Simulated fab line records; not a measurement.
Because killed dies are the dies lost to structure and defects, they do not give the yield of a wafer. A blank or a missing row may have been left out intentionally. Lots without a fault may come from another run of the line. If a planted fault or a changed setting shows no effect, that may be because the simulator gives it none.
What tool caused it? || flow gf180mcu || Sampling: 11 lots, 33 wafers, 6 of 602 route steps

## WHAT THE GAUGES READ, wafer by wafer
GF_VT_IMPLANT_TW_MEAS_32.
{"lot": "L534", "measured": "day 6 20:32", "on": "filmMetro-02", "VT_IMPLANT_3_TW": "267.2 266.8 268.7"}
{"lot": "L535", "measured": "day 7 01:55", "on": "filmMetro-02", "VT_IMPLANT_3_TW": "269.2 267.3 268.8"}
{"lot": "L536", "measured": "day 7 08:09", "on": "filmMetro-02", "VT_IMPLANT_3_TW": "267.5 266.1 268.0"}
{"lot": "L543", "measured": "day 9 05:46", "on": "filmMetro-02", "VT_IMPLANT_3_TW": "29.9 29.8 29.8"}
{"lot": "L549", "measured": "day 11 00:35", "on": "filmMetro-02", "VT_IMPLANT_3_TW": "266.8 266.4 265.6"}
{"lot": "L551", "measured": "day 11 12:54", "on": "filmMetro-01", "VT_IMPLANT_3_TW": "266.7 266.7 266.1"}
{"lot": "L552", "measured": "day 11 20:55", "on": "filmMetro-02", "VT_IMPLANT_3_TW": "264.7 266.3 266.4"}
{"lot": "L553", "measured": "day 12 03:30", "on": "filmMetro-01", "VT_IMPLANT_3_TW": "266.2 266.1 266.0"}
{"lot": "L554", "measured": "day 12 07:31", "on": "filmMetro-01", "VT_IMPLANT_3_TW": "266.6 265.9 266.5"}
{"lot": "L555", "measured": "day 12 12:41", "on": "filmMetro-02", "VT_IMPLANT_3_TW": "267.3 267.6 266.4"}
{"lot": "L557", "measured": "day 13 04:05", "on": "filmMetro-03", "VT_IMPLANT_3_TW": "268.0 266.9 268.0"}

GF_V2_THK_MEAS_25: measures by xrf.
{"lot": "L534", "measured": "day 20 01:33", "on": "filmMetro-01", "V2_W_THK (nm)": "350 350 349"}
{"lot": "L535", "measured": "day 20 08:54", "on": "filmMetro-01", "V2_W_THK (nm)": "351 348 353"}
{"lot": "L536", "measured": "day 20 17:46", "on": "filmMetro-03", "V2_W_THK (nm)": "361 362 361"}
{"lot": "L549", "measured": "day 25 15:25", "on": "filmMetro-03", "V2_W_THK (nm)": "352 354 359"}
{"lot": "L551", "measured": "day 26 19:41", "on": "filmMetro-01", "V2_W_THK (nm)": "353 356 354"}
{"lot": "L552", "measured": "day 26 16:20", "on": "filmMetro-04", "V2_W_THK (nm)": "364 365 363"}
{"lot": "L553", "measured": "day 26 20:56", "on": "filmMetro-04", "V2_W_THK (nm)": "359 361 355"}
{"lot": "L554", "measured": "day 27 02:16", "on": "filmMetro-03", "V2_W_THK (nm)": "357 348 352"}
{"lot": "L555", "measured": "day 27 10:57", "on": "filmMetro-01", "V2_W_THK (nm)": "353 359 359"}
{"lot": "L557", "measured": "day 28 00:04", "on": "filmMetro-03", "V2_W_THK (nm)": "360 355 361"}

## WHICH TOOL RAN EACH LOT (tool, then ch and the chambers of the sampled wafers, then the start)
{"lot": "L534", "GF_VT_IMPLANT_STRIP_20": "plasmaAsher-03 ch 0, day 6 05:08", "GF_VT_IMPLANT_STRIP_31": "plasmaAsher-04 ch 1, day 6 20:26", "GF_SAB_ETCH_11": "rieDiel-01 ch 0,1,2, day 15 00:00", "GF_CONTACT_CVD_02": "pecvd-04 ch 0,1,2, day 15 00:59"}
{"lot": "L535", "GF_VT_IMPLANT_STRIP_20": "plasmaAsher-03 ch 0,1, day 6 10:14", "GF_VT_IMPLANT_STRIP_31": "plasmaAsher-04 ch 0,1, day 7 01:48", "GF_SAB_ETCH_11": "rieDiel-01 ch 0,1,2, day 15 06:43", "GF_CONTACT_CVD_02": "pecvd-02 ch 0,1,2, day 15 07:41"}
{"lot": "L536", "GF_VT_IMPLANT_STRIP_20": "plasmaAsher-03 ch 0,1, day 6 17:02", "GF_VT_IMPLANT_STRIP_31": "plasmaAsher-03 ch 0,1, day 7 08:03", "GF_SAB_ETCH_11": "rieDiel-01 ch 0,2, day 15 14:04", "GF_CONTACT_CVD_02": "pecvd-04 ch 0,1, day 15 15:02"}
{"lot": "L543", "GF_VT_IMPLANT_STRIP_20": "plasmaAsher-01 ch 0,1, day 8 13:05", "GF_VT_IMPLANT_STRIP_31": "plasmaAsher-01 ch 0,1, day 9 05:41", "GF_SAB_ETCH_11": "-", "GF_CONTACT_CVD_02": "-"}
{"lot": "L549", "GF_VT_IMPLANT_STRIP_20": "plasmaAsher-04 ch 0,1, day 10 06:32", "GF_VT_IMPLANT_STRIP_31": "plasmaAsher-03 ch 0,1, day 11 00:29", "GF_SAB_ETCH_11": "rieDiel-04 ch 0,1, day 20 11:40", "GF_CONTACT_CVD_02": "pecvd-02 ch 0,2, day 20 12:39"}
{"lot": "L551", "GF_VT_IMPLANT_STRIP_20": "plasmaAsher-03 ch 0,1, day 10 18:39", "GF_VT_IMPLANT_STRIP_31": "plasmaAsher-03 ch 0, day 11 12:48", "GF_SAB_ETCH_11": "rieDiel-02 ch 0,1,2, day 21 08:22", "GF_CONTACT_CVD_02": "pecvd-02 ch 0,1, day 21 09:21"}
{"lot": "L552", "GF_VT_IMPLANT_STRIP_20": "plasmaAsher-04 ch 0,1, day 11 02:28", "GF_VT_IMPLANT_STRIP_31": "plasmaAsher-03 ch 0,1, day 11 20:49", "GF_SAB_ETCH_11": "rieDiel-01 ch 0,3, day 21 16:52", "GF_CONTACT_CVD_02": "pecvd-01 ch 0,1,2, day 21 17:53"}
{"lot": "L553", "GF_VT_IMPLANT_STRIP_20": "plasmaAsher-01 ch 0, day 11 08:32", "GF_VT_IMPLANT_STRIP_31": "plasmaAsher-04 ch 0,1, day 12 03:23", "GF_SAB_ETCH_11": "rieDiel-01 ch 0,1,3, day 21 20:36", "GF_CONTACT_CVD_02": "pecvd-01 ch 0,1, day 21 21:35"}
{"lot": "L554", "GF_VT_IMPLANT_STRIP_20": "plasmaAsher-03 ch 0,1, day 11 12:11", "GF_VT_IMPLANT_STRIP_31": "plasmaAsher-01 ch 0,1, day 12 07:26", "GF_SAB_ETCH_11": "rieDiel-04 ch 0,1, day 22 03:19", "GF_CONTACT_CVD_02": "pecvd-01 ch 0,1,2, day 22 04:35"}
{"lot": "L555", "GF_VT_IMPLANT_STRIP_20": "plasmaAsher-04 ch 0, day 11 17:32", "GF_VT_IMPLANT_STRIP_31": "plasmaAsher-04 ch 0,1, day 12 12:35", "GF_SAB_ETCH_11": "rieDiel-02 ch 0,1,3, day 22 13:33", "GF_CONTACT_CVD_02": "pecvd-01 ch 0,1,2, day 22 14:31"}
{"lot": "L557", "GF_VT_IMPLANT_STRIP_20": "plasmaAsher-04 ch 0,1, day 12 07:42", "GF_VT_IMPLANT_STRIP_31": "plasmaAsher-03 ch 0,1, day 13 03:59", "GF_SAB_ETCH_11": "rieDiel-04 ch 0,1,2, day 23 05:12", "GF_CONTACT_CVD_02": "pecvd-02 ch 0,1, day 23 06:11"}
- GF_VT_IMPLANT_STRIP_20: strips in O2/N2.
- GF_VT_IMPLANT_STRIP_31: strips in O2/N2.
- GF_SAB_ETCH_11: etches SiO2 in C4F8/O2/Ar, target depth 55 nm, time 8.5 s.
- GF_CONTACT_CVD_02: deposits SiO2 from TEOS, target thk 860 nm, time 95.992 s.

## AS READ BY THE TOOLS THEMSELVES (means over the sampled wafers that have a number; for cases with no such wafer, the mark the record gives instead)
GF_VT_IMPLANT_STRIP_20.
{"lot": "L534", "tool": "plasmaAsher-03", "chamberPressureMTorr (mTorr)": 1499.9, "drypumpMotorCurrentA (A)": 5.7, "heaterPowerW (W)": 323, "oesProductAu (a.u.)": 0.716, "stripTimeToEndpointS (s)": 12.64}
{"lot": "L535", "tool": "plasmaAsher-03", "chamberPressureMTorr (mTorr)": 1498.4, "drypumpMotorCurrentA (A)": 5.5, "heaterPowerW (W)": 341, "oesProductAu (a.u.)": 0.714, "stripTimeToEndpointS (s)": 12.60}
{"lot": "L536", "tool": "plasmaAsher-03", "chamberPressureMTorr (mTorr)": 1500.9, "drypumpMotorCurrentA (A)": 5.5, "heaterPowerW (W)": 340, "oesProductAu (a.u.)": 0.723, "stripTimeToEndpointS (s)": 12.56}
{"lot": "L543", "tool": "plasmaAsher-01", "chamberPressureMTorr (mTorr)": 1498.0, "drypumpMotorCurrentA (A)": 5.8, "heaterPowerW (W)": 343, "oesProductAu (a.u.)": 0.891, "stripTimeToEndpointS (s)": "-"}
{"lot": "L549", "tool": "plasmaAsher-04", "chamberPressureMTorr (mTorr)": 1499.8, "drypumpMotorCurrentA (A)": 5.5, "heaterPowerW (W)": 348, "oesProductAu (a.u.)": 0.715, "stripTimeToEndpointS (s)": 12.66}
{"lot": "L551", "tool": "plasmaAsher-03", "chamberPressureMTorr (mTorr)": 1501.0, "drypumpMotorCurrentA (A)": 5.5, "heaterPowerW (W)": 342, "oesProductAu (a.u.)": 0.716, "stripTimeToEndpointS (s)": 12.55}
{"lot": "L552", "tool": "plasmaAsher-04", "chamberPressureMTorr (mTorr)": 1500.2, "drypumpMotorCurrentA (A)": 5.4, "heaterPowerW (W)": 342, "oesProductAu (a.u.)": 0.715, "stripTimeToEndpointS (s)": 12.60}
{"lot": "L553", "tool": "plasmaAsher-01", "chamberPressureMTorr (mTorr)": 1498.3, "drypumpMotorCurrentA (A)": 6.0, "heaterPowerW (W)": 357, "oesProductAu (a.u.)": 0.715, "stripTimeToEndpointS (s)": 12.58}
{"lot": "L554", "tool": "plasmaAsher-03", "chamberPressureMTorr (mTorr)": 1498.4, "drypumpMotorCurrentA (A)": 5.5, "heaterPowerW (W)": 339, "oesProductAu (a.u.)": 0.714, "stripTimeToEndpointS (s)": 12.64}
{"lot": "L555", "tool": "plasmaAsher-04", "chamberPressureMTorr (mTorr)": 1498.8, "drypumpMotorCurrentA (A)": 5.8, "heaterPowerW (W)": 363, "oesProductAu (a.u.)": 0.718, "stripTimeToEndpointS (s)": 12.64}
{"lot": "L557", "tool": "plasmaAsher-04", "chamberPressureMTorr (mTorr)": 1499.5, "drypumpMotorCurrentA (A)": 5.1, "heaterPowerW (W)": 338, "oesProductAu (a.u.)": 0.717, "stripTimeToEndpointS (s)": 12.63}

GF_VT_IMPLANT_STRIP_31.
{"lot": "L534", "tool": "plasmaAsher-04", "chamberPressureMTorr (mTorr)": 1501.5, "drypumpMotorCurrentA (A)": 4.8, "heaterPowerW (W)": 322, "oesProductAu (a.u.)": 0.718, "stripTimeToEndpointS (s)": 12.58}
{"lot": "L535", "tool": "plasmaAsher-04", "chamberPressureMTorr (mTorr)": 1500.8, "drypumpMotorCurrentA (A)": 5.4, "heaterPowerW (W)": 347, "oesProductAu (a.u.)": 0.715, "stripTimeToEndpointS (s)": 12.67}
{"lot": "L536", "tool": "plasmaAsher-03", "chamberPressureMTorr (mTorr)": 1500.7, "drypumpMotorCurrentA (A)": 5.3, "heaterPowerW (W)": 359, "oesProductAu (a.u.)": 0.715, "stripTimeToEndpointS (s)": 12.61}
{"lot": "L543", "tool": "plasmaAsher-01", "chamberPressureMTorr (mTorr)": 1498.6, "drypumpMotorCurrentA (A)": 5.8, "heaterPowerW (W)": 351, "oesProductAu (a.u.)": 0.721, "stripTimeToEndpointS (s)": 23.53}
{"lot": "L549", "tool": "plasmaAsher-03", "chamberPressureMTorr (mTorr)": 1501.6, "drypumpMotorCurrentA (A)": 5.6, "heaterPowerW (W)": 335, "oesProductAu (a.u.)": 0.716, "stripTimeToEndpointS (s)": 12.52}
{"lot": "L551", "tool": "plasmaAsher-03", "chamberPressureMTorr (mTorr)": 1500.9, "drypumpMotorCurrentA (A)": 5.7, "heaterPowerW (W)": 317, "oesProductAu (a.u.)": 0.720, "stripTimeToEndpointS (s)": 12.53}
{"lot": "L552", "tool": "plasmaAsher-03", "chamberPressureMTorr (mTorr)": 1501.1, "drypumpMotorCurrentA (A)": 5.5, "heaterPowerW (W)": 340, "oesProductAu (a.u.)": 0.716, "stripTimeToEndpointS (s)": 12.60}
{"lot": "L553", "tool": "plasmaAsher-04", "chamberPressureMTorr (mTorr)": 1500.1, "drypumpMotorCurrentA (A)": 5.1, "heaterPowerW (W)": 343, "oesProductAu (a.u.)": 0.716, "stripTimeToEndpointS (s)": 12.54}
{"lot": "L554", "tool": "plasmaAsher-01", "chamberPressureMTorr (mTorr)": 1500.1, "drypumpMotorCurrentA (A)": 5.6, "heaterPowerW (W)": 343, "oesProductAu (a.u.)": 0.716, "stripTimeToEndpointS (s)": 12.66}
{"lot": "L555", "tool": "plasmaAsher-04", "chamberPressureMTorr (mTorr)": 1500.2, "drypumpMotorCurrentA (A)": 5.5, "heaterPowerW (W)": 350, "oesProductAu (a.u.)": 0.720, "stripTimeToEndpointS (s)": 12.61}
{"lot": "L557", "tool": "plasmaAsher-03", "chamberPressureMTorr (mTorr)": 1500.1, "drypumpMotorCurrentA (A)": 5.5, "heaterPowerW (W)": 336, "oesProductAu (a.u.)": 0.719, "stripTimeToEndpointS (s)": 12.59}

GF_SAB_ETCH_11.
{"lot": "L534", "tool": "rieDiel-01", "chamberPressureMTorr (mTorr)": 40.02, "oesProductAu (a.u.)": 0.988}
{"lot": "L535", "tool": "rieDiel-01", "chamberPressureMTorr (mTorr)": 40.00, "oesProductAu (a.u.)": 0.991}
{"lot": "L536", "tool": "rieDiel-01", "chamberPressureMTorr (mTorr)": 39.99, "oesProductAu (a.u.)": 1.000}
{"lot": "L549", "tool": "rieDiel-04", "chamberPressureMTorr (mTorr)": 39.97, "oesProductAu (a.u.)": 0.985}
{"lot": "L551", "tool": "rieDiel-02", "chamberPressureMTorr (mTorr)": 40.02, "oesProductAu (a.u.)": 0.997}
{"lot": "L552", "tool": "rieDiel-01", "chamberPressureMTorr (mTorr)": 39.99, "oesProductAu (a.u.)": 0.999}
{"lot": "L553", "tool": "rieDiel-01", "chamberPressureMTorr (mTorr)": 40.01, "oesProductAu (a.u.)": 0.986}
{"lot": "L554", "tool": "rieDiel-04", "chamberPressureMTorr (mTorr)": 40.01, "oesProductAu (a.u.)": 0.984}
{"lot": "L555", "tool": "rieDiel-02", "chamberPressureMTorr (mTorr)": 39.99, "oesProductAu (a.u.)": 0.988}
{"lot": "L557", "tool": "rieDiel-04", "chamberPressureMTorr (mTorr)": 40.00, "oesProductAu (a.u.)": 0.993}

GF_CONTACT_CVD_02.
{"lot": "L534", "tool": "pecvd-04", "heaterPowerW (W)": 644}
{"lot": "L535", "tool": "pecvd-02", "heaterPowerW (W)": 627}
{"lot": "L536", "tool": "pecvd-04", "heaterPowerW (W)": 608}
{"lot": "L549", "tool": "pecvd-02", "heaterPowerW (W)": 639}
{"lot": "L551", "tool": "pecvd-02", "heaterPowerW (W)": 736}
{"lot": "L552", "tool": "pecvd-01", "heaterPowerW (W)": 647}
{"lot": "L553", "tool": "pecvd-01", "heaterPowerW (W)": 479}
{"lot": "L554", "tool": "pecvd-01", "heaterPowerW (W)": 583}
{"lot": "L555", "tool": "pecvd-01", "heaterPowerW (W)": 622}
{"lot": "L557", "tool": "pecvd-02", "heaterPowerW (W)": 799}

## THE ANSWER, worked out from the rows above alone
Rule: the lots themselves supply what counts as usual. The widest of any qualifying gaps counts: lots, ordered by their means at a reading, are off when they make up no more than a third of the lots, leave a main group of 4 or more, and stand apart from it by 3 or more times the standard deviation of that group's means. Not used: any main group whose means are identical at the precision the tables above print for the reading. A lot without any number at a reading at which 4 lots or more have one is off too. Any other lot the step has rows for is counted as sound. After the gauges, taken in route order, come the tools' own readings; for these a lot's mean is taken, as printed above. At the first step where some lot is off, the reading lying furthest off is the one used; lots without a number count as furthest.
Off: L543, at GF_VT_IMPLANT_TW_MEAS_32 (VT_IMPLANT_3_TW). Main group: mean 266.9, sd 0.79.
A tool fits if, at a process step before that reading, it ran every lot that is off, and no sound lot after the first of them. The gauges at GF_VT_IMPLANT_TW_MEAS_32 aren't tried: what is off there is off at GF_VT_IMPLANT_STRIP_20 too, on other tools, and a gauge's error can't cause that. No candidate that was tried fits.

## WHAT WAS PUT IN BY THE SIMULATOR
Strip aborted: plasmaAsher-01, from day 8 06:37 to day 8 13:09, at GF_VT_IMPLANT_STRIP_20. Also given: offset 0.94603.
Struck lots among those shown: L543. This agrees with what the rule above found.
